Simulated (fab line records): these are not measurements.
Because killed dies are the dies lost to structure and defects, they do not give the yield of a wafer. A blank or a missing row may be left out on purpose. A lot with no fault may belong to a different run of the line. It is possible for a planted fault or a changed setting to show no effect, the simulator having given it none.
fab line records | flow sky130
record lots=5 | wafers=15 | last-day=50
route steps=708 shown LOCAL_INTERCONNECT@400 CONTACT@406
lots that met no fault: taken from a fault-free run of the same line
start-h: hours from the record's first day to the start of the lot's first wafer shown | wait-h: hours elapsed since this lot's preceding step | " repeats the value in the row above | L1.1+2: several wafers, shown together as one row | - value missing, or start not given | * or withheld: withheld | < > ~ a bound
route shown NAME@n: a module of which the file shows steps, and the number in the route of the first | usual: mean/standard deviation taken from wafers without a fault | same: alike in all rows | chamber/n: place in a boat | sites: each site's reading | _std_site: the values' standard deviation | _edge_site: mean of outer sites minus mean of inner sites | radius-mm: how far each site lies from the wafer's centre | mask NAME#n: copy n | behind: the last tool/chamber to shape the wafer | hold: reason for holding the lot/hours on hold/outcome of the hold | device: transistor that didn't switch, given as n, p or np | end of line: the route-end tests of the same wafers | a step given without rows: its recipe and nothing more | killed: at the first sort, the dies lost to defects and structure; wafer yield is something else | map: a wafer's dies, marking killed ones x, the rest . and places with no die _
set.NAME: the run value of the setting; set.NAME@STEP: its run value at that earlier step | model.NAME: the simulator's own value behind a step, which no gauge read
lots at some steps of the route; a table a step, a row a wafer
services: a tool's chamber out of use, with start hour (start-h, from the record's first day; less than 0 if before it), hours out, and reason
## steps
# step SKY_LOCAL_INTERCONNECT_ETCH_13
# recipe chemistry=N2/H2 | target=BARC | ion-energy-ev=200 | bias-w=100 | pressure-mtorr=30 | n2-flow-sccm=100 | h2-flow-sccm=200 | icp-w=500 | stop-on=SiO2 | time-s=45.9 | target-depth-a=600
# usual drypump-motor-current-A=5.8/0.48 | he-backside-leak-sccm=3.41/0.27 | oes-product-au=0.855/0.0047 | throttle-valve-pct=13.225/0.0082
lot.wafer | tool         | chamber | start-h | wait-h | drypump-motor-current-A | he-backside-leak-sccm | oes-product-au | rf-hours-counter-h | throttle-valve-pct
L077.3    | rie-metal-01 | 1       | 727.75  | 0.0    | 5.4                     | 3.56                  | 0.858          | -                  | 13.215
L077.5    | "            | 0       | "       | "      | 6.0                     | 3.04                  | 0.857          | -                  | 13.225
L077.6    | "            | 1       | "       | "      | 5.4                     | 3.66                  | 0.853          | -                  | 13.212
L080.2    | rie-metal-01 | 1       | 760.59  | 0.0    | 5.4                     | 3.45                  | 0.855          | 13                 | 13.232
L080.5    | "            | 1       | "       | "      | 5.3                     | 3.42                  | 0.859          | -                  | 13.205
L080.6    | "            | 0       | "       | "      | 6.0                     | 2.94                  | 0.852          | -                  | 13.216
L084.1    | rie-metal-01 | 0       | 783.24  | 0.0    | 6.0                     | 3.17                  | 0.854          | 13                 | 13.222
L084.3    | "            | 1       | "       | "      | 5.4                     | 3.40                  | 0.853          | -                  | 13.219
L084.4    | "            | 0       | "       | "      | 6.0                     | 3.25                  | 0.852          | -                  | 13.223
L089.3    | rie-metal-03 | 0       | 836.07  | 0.0    | 6.5                     | 3.44                  | 0.851          | -                  | 13.223
L089.5    | "            | 0       | "       | "      | 6.5                     | 3.37                  | 0.853          | -                  | 13.229
L089.6    | "            | 1       | "       | "      | 5.8                     | 3.17                  | 0.855          | -                  | 13.226
L093.1    | rie-metal-04 | 0       | 861.04  | 0.0    | 5.8                     | 3.51                  | 0.853          | 13                 | 13.243
L093.2    | "            | 1       | "       | "      | 4.9                     | 3.67                  | 0.859          | 11                 | 13.227
L093.4    | "            | 0       | "       | "      | 5.8                     | 3.54                  | 0.852          | -                  | 13.236
# step SKY_LOCAL_INTERCONNECT_METAL_ETCH_14
# recipe target-depth-nm=110 | stop-on=PSG | chemistry=Cl2/BCl3 | target=TiN | resist-sidewall-deg=88 | pressure-mtorr=10 | icp-w=900 | bias-w=48.5 | Cl2_flow_sccm=60 | bcl3-flow-sccm=30 | time-s=31.4
# usual drypump-motor-current-A=5.8/0.48 | he-backside-leak-sccm=3.40/0.24 | oes-product-au=0.940/0.0081 | throttle-valve-pct=21.901/0.0098
lot.wafer | tool         | chamber | start-h | wait-h | drypump-motor-current-A | he-backside-leak-sccm | oes-product-au | rf-hours-counter-h | throttle-valve-pct
L077.3    | rie-metal-01 | 1       | 727.81  | 0.0    | 5.4                     | 3.54                  | 0.928          | -                  | 21.908
L077.5    | "            | 0       | "       | "      | 6.0                     | 3.03                  | 0.936          | -                  | 21.900
L077.6    | "            | 1       | "       | "      | 5.4                     | 3.48                  | 0.936          | -                  | 21.897
L080.2    | rie-metal-01 | 1       | 760.66  | 0.0    | 5.4                     | 3.48                  | 0.941          | 13                 | 21.899
L080.5    | "            | 1       | "       | "      | 5.4                     | 3.58                  | 0.936          | -                  | 21.916
L080.6    | "            | 0       | "       | "      | 6.0                     | 3.01                  | 0.934          | -                  | 21.915
L084.1    | rie-metal-01 | 0       | 783.31  | 0.0    | 6.0                     | 3.20                  | 0.950          | 13                 | 21.894
L084.3    | "            | 1       | "       | "      | 5.4                     | 3.47                  | 0.953          | -                  | 21.891
L084.4    | "            | 0       | "       | "      | 6.0                     | 3.09                  | 0.948          | -                  | 21.887
L089.3    | rie-metal-03 | 0       | 836.13  | 0.0    | 6.4                     | 3.43                  | 0.929          | -                  | 21.902
L089.5    | "            | 0       | "       | "      | 6.5                     | 3.36                  | 0.926          | -                  | 21.917
L089.6    | "            | 1       | "       | "      | 5.7                     | 3.21                  | 0.943          | -                  | 21.886
L093.1    | rie-metal-04 | 0       | 861.11  | 0.0    | 5.8                     | 3.76                  | 0.944          | 13                 | 21.904
L093.2    | "            | 1       | "       | "      | 4.9                     | 3.59                  | 0.940          | 11                 | 21.899
L093.4    | "            | 0       | "       | "      | 5.9                     | 3.71                  | 0.931          | -                  | 21.911
# step SKY_LOCAL_INTERCONNECT_STRIP_15
# recipe chemistry=O2/N2 | power-w=1400 | pressure-mtorr=1500 | platen-temp-c=withheld | o2-flow-sccm=3000 | n2-flow-sccm=300 | overash-fraction=0.5
# usual drypump-motor-current-A=5.7/0.67 | oes-product-au=0.426/0.0048 | strip-time-to-endpoint-s=4.706/0.023
lot.wafer | tool            | chamber | start-h | wait-h | drypump-motor-current-A | oes-product-au | rf-hours-counter-h | strip-time-to-endpoint-s
L077.3    | plasma-asher-04 | 1       | 727.88  | 0.1    | 5.8                     | 0.434          | -                  | 4.733
L077.5    | "               | 1       | "       | "      | 5.9                     | 0.420          | -                  | 4.712
L077.6    | "               | 0       | "       | "      | 6.6                     | 0.423          | -                  | 4.728
L080.2    | plasma-asher-04 | 1       | 760.71  | 0.0    | 5.8                     | 0.423          | 63                 | 4.694
L080.5    | "               | 1       | "       | "      | 5.8                     | 0.435          | -                  | 4.685
L080.6    | "               | 0       | "       | "      | 6.6                     | 0.429          | -                  | 4.683
L084.1    | plasma-asher-04 | 0       | 783.36  | 0.0    | 6.6                     | 0.434          | 66                 | 4.716
L084.3    | "               | 1       | "       | "      | 5.8                     | 0.416          | -                  | 4.700
L084.4    | "               | 0       | "       | "      | 6.6                     | 0.432          | -                  | 4.692
L089.3    | plasma-asher-04 | 0       | 836.20  | 0.1    | 6.6                     | 0.437          | -                  | 4.753
L089.5    | "               | 1       | "       | "      | 5.8                     | 0.431          | -                  | 4.753
L089.6    | "               | 0       | "       | "      | 6.6                     | 0.419          | -                  | 4.718
L093.1    | plasma-asher-01 | 1       | 861.16  | 0.0    | 4.8                     | 0.428          | 103                | 4.717
L093.2    | "               | 0       | "       | "      | 5.2                     | 0.426          | 103                | 4.664
L093.4    | "               | 1       | "       | "      | 4.8                     | 0.429          | -                  | 4.698
# step SKY_LOCAL_INTERCONNECT_STRIP_16
# recipe chemistry=post-etch-residue-remover | time-s=1200 | temp-c=72.5
lot.wafer  | tool         | chamber | start-h | wait-h
L077.3+5+6 | wet-bench-02 | 1       | 727.94  | 0.0
L080.2+5+6 | wet-bench-04 | 2       | 760.81  | 0.1
L084.1+3+4 | wet-bench-01 | 3       | 783.46  | 0.1
L089.3+5+6 | wet-bench-04 | 1       | 836.27  | 0.0
L093.1+2+4 | wet-bench-02 | 1       | 861.26  | 0.1
# step SKY_LOCAL_INTERCONNECT_CLEAN_17
# recipe chemistry=IPA | time-s=180 | temp-c=25
lot.wafer  | tool         | chamber | start-h | wait-h
L077.3+5+6 | wet-bench-01 | 2       | 728.32  | 0.0
L080.2+5+6 | wet-bench-02 | 0       | 761.18  | 0.0
L084.1+3+4 | wet-bench-01 | 3       | 783.80  | 0.0
L089.3+5+6 | wet-bench-01 | 0       | 836.61  | 0.0
L093.1+2+4 | wet-bench-01 | 1       | 861.60  | 0.0
# step SKY_LOCAL_INTERCONNECT_CLEAN_18
# recipe chemistry=O3/DIW | dry=n2-spin
lot.wafer  | tool         | chamber | start-h | wait-h
L077.3+5+6 | wet-bench-04 | 0       | 728.38  | 0.0
L080.2+5+6 | wet-bench-01 | 3       | 761.24  | 0.0
L084.1+3+4 | wet-bench-01 | 0       | 783.86  | 0.0
L089.3+5+6 | wet-bench-02 | 3       | 836.67  | 0.0
L093.1+2+4 | wet-bench-01 | 1       | 861.66  | 0.0
# step SKY_CONTACT_CVD_00
# recipe material=Si3N4 | target-thk-nm=75 | temp-c=400 | time-s=withheld | rf-w=450
# usual heater-power-w=687/80
lot.wafer | tool     | chamber | start-h | wait-h | heater-power-w
L077.3    | pecvd-01 | 0       | 728.49  | 0.0    | 797
L077.5    | "        | 0       | "       | "      | 617
L077.6    | "        | 2       | "       | "      | 877
L080.2    | pecvd-01 | 1       | 761.33  | 0.0    | 569
L080.5    | "        | 1       | "       | "      | 596
L080.6    | "        | 2       | "       | "      | 783
L084.1    | pecvd-02 | 0       | 783.95  | 0.0    | 570
L084.3    | "        | 2       | "       | "      | 664
L084.4    | "        | 2       | "       | "      | 666
L089.3    | pecvd-02 | 1       | 836.76  | 0.0    | 744
L089.5    | "        | 2       | "       | "      | 728
L089.6    | "        | 1       | "       | "      | 749
L093.1    | pecvd-03 | 2       | 861.75  | 0.0    | 689
L093.2    | "        | 0       | "       | "      | 627
L093.4    | "        | 1       | "       | "      | 650
## services
tool            | chamber | start-h | hours | kind
pecvd-02        | 2       | 703.92  | 2.1   | scheduled-down
wet-bench-01    | -       | 714.49  | 2.5   | repair
plasma-asher-04 | -       | 718.68  | 1.3   | repair
pecvd-01        | -       | 720.57  | 5.5   | pm
pecvd-01        | 0       | 745.93  | 4.5   | repair
pecvd-02        | -       | 748.17  | 0.9   | repair
plasma-asher-04 | -       | 754.40  | 3.5   | repair
pecvd-03        | -       | 767.87  | 0.7   | repair
plasma-asher-04 | -       | 772.64  | 0.4   | repair
rie-metal-04    | 1       | 780.08  | 1.9   | repair
pecvd-01        | 1       | 790.76  | 5.5   | scheduled-down
pecvd-01        | 0       | 794.83  | 4.2   | repair
pecvd-03        | -       | 809.70  | 0.5   | repair
plasma-asher-04 | -       | 812.93  | 2.6   | repair
plasma-asher-01 | -       | 814.01  | 2.3   | repair
rie-metal-01    | 1       | 820.40  | -     | clean
rie-metal-01    | 1       | 820.40  | 17.4  | scheduled-down
rie-metal-01    | 1       | 820.40  | 17.4  | vent-cycle
pecvd-01        | -       | 831.30  | 0.4   | repair
pecvd-02        | -       | 839.52  | 2.8   | pm
rie-metal-01    | -       | 839.89  | 2.8   | pm
rie-metal-04    | -       | 844.55  | 2.8   | pm
rie-metal-01    | 0       | 845.45  | 16.1  | repair
pecvd-01        | -       | 855.91  | 1.7   | repair
## key
fault none
